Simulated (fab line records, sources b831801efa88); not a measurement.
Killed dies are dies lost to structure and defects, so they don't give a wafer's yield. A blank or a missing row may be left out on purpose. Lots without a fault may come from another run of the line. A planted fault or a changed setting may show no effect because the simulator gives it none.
Which tool did it? | flow gf180mcu | 13 lots, 39 wafers sampled, at 3 steps of a route of 602

WHAT THE GAUGES READ, wafer by wafer
GF_STI_THK_MEAS_02. Usual: STI_OXIDATION_THK 10.00 nm, standard deviation 0.21.
lot  | measured    | on            | STI_OXIDATION_THK (nm) | flag
L772 | day 1 18:05 | film_metro-03 | 10.00 9.87 9.94        |
L775 | day 2 07:56 | film_metro-02 | 9.97 9.91 9.90         |
L776 | day 2 12:31 | film_metro-01 | 9.91 10.05 10.03       |
L781 | day 3 16:41 | film_metro-02 | 9.74 9.72 9.74         |
L783 | day 4 00:48 | film_metro-02 | 9.86 9.60 9.77         |
L784 | day 4 06:02 | film_metro-01 | 10.06 9.88 9.98        |
L785 | day 4 09:31 | film_metro-03 | 10.16 10.01 10.18      |
L786 | day 4 14:31 | film_metro-01 | 10.10 10.07 9.95       |
L787 | day 4 19:31 | film_metro-03 | 10.33 10.41 10.24      |
L788 | day 5 00:43 | film_metro-03 | 10.23 10.02 10.31      |
L790 | day 5 10:40 | film_metro-01 | 10.16 10.04 10.26      |
L792 | day 5 20:31 | film_metro-03 | 10.16 10.23 10.29      |
L794 | day 6 06:42 | film_metro-02 | 9.95 10.09 10.19       |

GF_VT_IMPLANT_RS_MEAS_48: measures by four-point-probe. Usual: LVPWELL_RS 1196.2 ohm/sq, standard deviation 2.3.
lot  | measured     | on            | LVPWELL_RS (ohm/sq)  | flag
L772 | day 7 21:58  | film_metro-04 | 1192.1 1196.1 1196.4 |
L775 | day 8 16:49  | film_metro-04 | 1194.0 1200.2 1195.8 |
L776 | day 8 20:44  | film_metro-04 | 1197.7 1190.7 1196.2 |
L781 | day 10 16:10 | film_metro-02 | 1199.0 1195.7 1199.8 |
L783 | day 10 23:55 | film_metro-01 | 1230.6 1229.5 1228.8 | OFF
L784 | day 11 05:34 | film_metro-01 | 1232.7 1232.1 1236.1 | OFF
L785 | day 11 12:41 | film_metro-02 | 1193.6 1193.6 1197.2 |
L786 | day 11 19:05 | film_metro-01 | 1192.7 1193.5 1192.3 |
L787 | day 12 02:22 | film_metro-01 | 1198.1 1194.0 1195.0 |
L788 | day 12 09:16 | film_metro-02 | 1199.4 1197.5 1199.6 |
L790 | day 12 21:04 | film_metro-02 | 1199.9 1198.5 1199.5 |
L792 | day 13 10:07 | film_metro-04 | 1200.3 1196.7 1194.6 |
L794 | day 13 23:59 | film_metro-04 | 1192.6 1193.9 1192.1 |

WHICH TOOL RAN EACH LOT (tool, then ch and the chambers of the sampled wafers, then the start)
lot  | GF_LVPWELL_IMPLANT_09
L772 | implanter-04 ch 0, day 4 04:08
L775 | implanter-04 ch 0, day 4 19:17
L776 | implanter-03 ch 0, day 4 23:59
L781 | implanter-03 ch 0, day 6 09:38
L783 | implanter-03 ch 0, day 6 16:46
L784 | implanter-03 ch 0, day 6 22:59
L785 | implanter-04 ch 0, day 7 04:41
L786 | implanter-04 ch 0, day 7 09:28
L787 | implanter-04 ch 0, day 7 14:55
L788 | implanter-04 ch 0, day 7 21:50
L790 | implanter-02 ch 0, day 8 08:32
L792 | implanter-04 ch 0, day 8 18:52
L794 | implanter-04 ch 0, day 9 06:45
- GF_LVPWELL_IMPLANT_09

WHAT THE TOOLS THEMSELVES READ (means of the sampled wafers that have a number; where no wafer has one, the mark that the record gives instead)
GF_LVPWELL_IMPLANT_09. Usual: dose_ions_cm2 5e+12, standard deviation 5.2e+09; faraday_current_uA 28.2, standard deviation 0.64; tilt_deg -0.002 degrees, standard deviation 0.02.
lot  | tool         | dose_ions_cm2 | faraday_current_uA | tilt_deg (degrees) | flag
L772 | implanter-04 | 5e+12         | 28.8               | 0.006              |
L775 | implanter-04 | 5e+12         | 27.9               | -0.009             |
L776 | implanter-03 | 5e+12         | 28.5               | 0.022              |
L781 | implanter-03 | 5e+12         | 28.2               | -0.019             |
L783 | implanter-03 | 4e+12         | 23.8               | 0.005              | OFF
L784 | implanter-03 | 4e+12         | 23.9               | -0.020             | OFF
L785 | implanter-04 | 5e+12         | 27.5               | -0.026             |
L786 | implanter-04 | 5e+12         | 27.9               | -0.013             |
L787 | implanter-04 | 5e+12         | 27.9               | 0.006              |
L788 | implanter-04 | 5e+12         | 28.7               | -0.031             |
L790 | implanter-02 | 5e+12         | 28.0               | 0.029              |
L792 | implanter-04 | 5e+12         | 28.2               | 0.020              |
L794 | implanter-04 | 5e+12         | 27.6               | 0.008              |

THE ANSWER, worked out from the rows above alone
Rule: a lot is off if the mean of its wafers that have a number lies more than 3 standard deviations from the usual mean. A lot without any number at a reading at which 4 lots or more have one is off too. The other lots that the step has rows for count as sound. The gauges are gone through in route order, then the tools' own readings, and for those a lot's mean is taken as printed above. The first step at which some lot is off is used, and at that step the reading that is off furthest; a lot without a number counts as furthest.
Off: L783, L784, at GF_VT_IMPLANT_RS_MEAS_48 (LVPWELL_RS).
A tool fits if, at a process step before that reading, it ran every lot that is off, and no sound lot after the first of them. The gauges at GF_VT_IMPLANT_RS_MEAS_48 aren't tried: what is off there is off at GF_LVPWELL_IMPLANT_09 too, on other tools, and a gauge's error can't cause that. One fits: implanter-03 at GF_LVPWELL_IMPLANT_09. Its last sound lot is L781 (day 6 09:38), its first lot that is off L783 (day 6 16:46): a fault that began between those two fits.
The tool's own readings at GF_LVPWELL_IMPLANT_09 bear it out: on the lots that are off they differ by more than 5 times the standard deviation of the sound lots' means. dose_ions_cm2 reads 4e+12 there against 5e+12 on the sound lots; faraday_current_uA reads 23.9 there against 28.1 on the sound lots.

WHAT THE SIMULATOR HAD PUT IN
Process parameter drift: implanter-03, from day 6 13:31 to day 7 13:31, at GF_LVPWELL_IMPLANT_09. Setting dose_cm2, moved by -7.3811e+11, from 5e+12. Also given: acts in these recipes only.
Lots struck among those shown: L783, L784. The rule above found the same.
